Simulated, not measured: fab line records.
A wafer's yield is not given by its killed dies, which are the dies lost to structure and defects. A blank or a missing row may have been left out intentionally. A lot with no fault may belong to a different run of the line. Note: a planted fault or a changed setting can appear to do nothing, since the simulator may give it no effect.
Which tool is to blame? | flow gf180mcu | 13 lots (39 wafers sampled), 1 step of a 602-step route

== WHAT EACH GAUGE READ, for each wafer ==
GF_PSD_CD_MEAS_07: target cd 400 nm.
lot  | measured     | on       | cdNm (nm)
L777 | day 14 03:11 | cdSem-02 | 401.1 403.7 400.6
L779 | day 14 23:40 | cdSem-01 | 400.9 402.4 401.7
L782 | day 15 20:21 | cdSem-02 | 403.2 401.7 400.2
L783 | day 16 09:04 | cdSem-02 | 401.5 402.4 402.0
L789 | day 18 06:13 | cdSem-02 | 402.1 399.1 401.7
L790 | day 19 00:11 | cdSem-02 | 401.7 401.7 400.9
L792 | day 19 15:46 | cdSem-02 | 395.8 396.2 394.8
L794 | day 20 05:30 | cdSem-02 | 397.3 400.0 399.7
L795 | day 20 22:40 | cdSem-01 | 403.3 402.7 401.8
L796 | day 21 05:02 | cdSem-01 | 402.4 401.0 403.4
L797 | day 21 11:07 | cdSem-02 | 402.8 400.9 401.6
L798 | day 21 16:07 | cdSem-02 | 403.6 403.1 403.8
L800 | day 22 10:08 | cdSem-02 | 399.4 395.9 396.0

== EACH LOT AND THE TOOL THAT RAN IT (in order: tool; ch and the chambers of the sampled wafers; start) ==
There is no process step in the record ahead of these readings.

== AS READ BY THE TOOLS THEMSELVES (means over the sampled wafers that have a number; for cases with no such wafer, the mark the record gives instead) ==
The record holds no such reading with a usual standard deviation.

== THE ANSWER, worked out from the rows above alone ==
Rule: the usual values come from the lots themselves. Put in order of their means at a reading, lots are off if they are a third of the lots or fewer, leave a main group of 4 or more, and stand apart from it by a gap of 3 or more times the standard deviation of the main group's means; of several such gaps the widest counts. Not used: any main group whose means are identical at the precision the tables above print for the reading. Also off: a lot with no number at a reading for which 4 or more lots have one. All remaining lots with rows at the step are treated as sound. The gauges are gone through in route order, then the tools' own readings, and for those a lot's mean is taken as printed above. At the first step where some lot is off, the reading lying furthest off is the one used; lots without a number count as furthest.
None of the lots is off at any reading shown; this tells nothing.

== WHAT HAD BEEN PUT IN BY THE SIMULATOR ==
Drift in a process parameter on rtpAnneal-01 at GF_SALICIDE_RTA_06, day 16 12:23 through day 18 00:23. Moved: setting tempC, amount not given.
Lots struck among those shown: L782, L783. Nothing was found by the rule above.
